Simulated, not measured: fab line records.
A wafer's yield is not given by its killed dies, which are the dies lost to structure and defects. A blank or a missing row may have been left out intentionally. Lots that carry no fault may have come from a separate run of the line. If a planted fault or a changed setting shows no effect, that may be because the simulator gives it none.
Chamber matching | flow sky130 | SKY_VIA3_CMP_02 on cmp-01: 4 sister chambers
The step polishes SiO2. 18 wafers are shown with their chamber, then 9 later ones without.

WAFERS, EACH WITH ITS CHAMBER
wafer  | chamber | motor current A (A)
L831.1 | 1       | 14.5
L831.2 | 2       | 12.5
L831.3 | 0       | 13.9
L834.1 | 0       | 14.0
L834.2 | 2       | 12.1
L834.6 | 2       | 12.3
L836.2 | 1       | 14.2
L836.5 | 2       | 11.3
L836.6 | 3       | 13.1
L838.2 | 2       | 12.0
L838.3 | 1       | 14.5
L838.5 | 2       | 13.3
L841.1 | 3       | 12.1
L841.2 | 2       | 12.2
L841.4 | 1       | 14.4
L843.1 | 1       | 14.8
L843.3 | 3       | 12.3
L843.5 | 3       | 12.8

SIGNATURES (means of the wafers above)
reading         | chamber 0 | chamber 1 | chamber 2 | chamber 3 | scatter within a chamber
motor current A | 13.950    | 14.480    | 12.243    | 12.575    | 0.461
Rule: distance of a wafer from a chamber = root of the sum over the readings of ((wafer's reading minus chamber's mean) / reading's scatter) squared. The wafer belongs to the nearest chamber; if the next one is less than 2 further off, it can't be placed. How the scatter is found: for the shown wafers, subtract from each reading the mean of its chamber, square and add these, divide the total by (wafers less chambers), then take the root.

WAFERS MISSING THEIR CHAMBER
wafer  | motor current A (A)
L844.2 | 13.7
L844.3 | 14.6
L844.6 | 14.9
L845.4 | 12.1
L845.5 | 12.1
L845.6 | 12.6
L851.2 | 12.1
L851.5 | 12.4
L851.6 | 14.7

WHICH CHAMBER EACH WENT THROUGH
wafer  | from the rows above          | in truth
L844.2 | can't be placed: 0 or 1 or 3 | 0
L844.3 | can't be placed: 1 or 0      | 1
L844.6 | can't be placed: 1 or 0      | 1
L845.4 | can't be placed: 2 or 3      | 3
L845.5 | can't be placed: 2 or 3      | 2
L845.6 | can't be placed: 3 or 2      | 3
L851.2 | can't be placed: 2 or 3      | 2
L851.5 | can't be placed: 2 or 3      | 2
L851.6 | can't be placed: 1 or 0      | 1
Correctly placed: 0 of 9. Cannot be placed on the basis of these rows: 9; the candidates contain the true chamber in 9. Wrongly placed: 0.
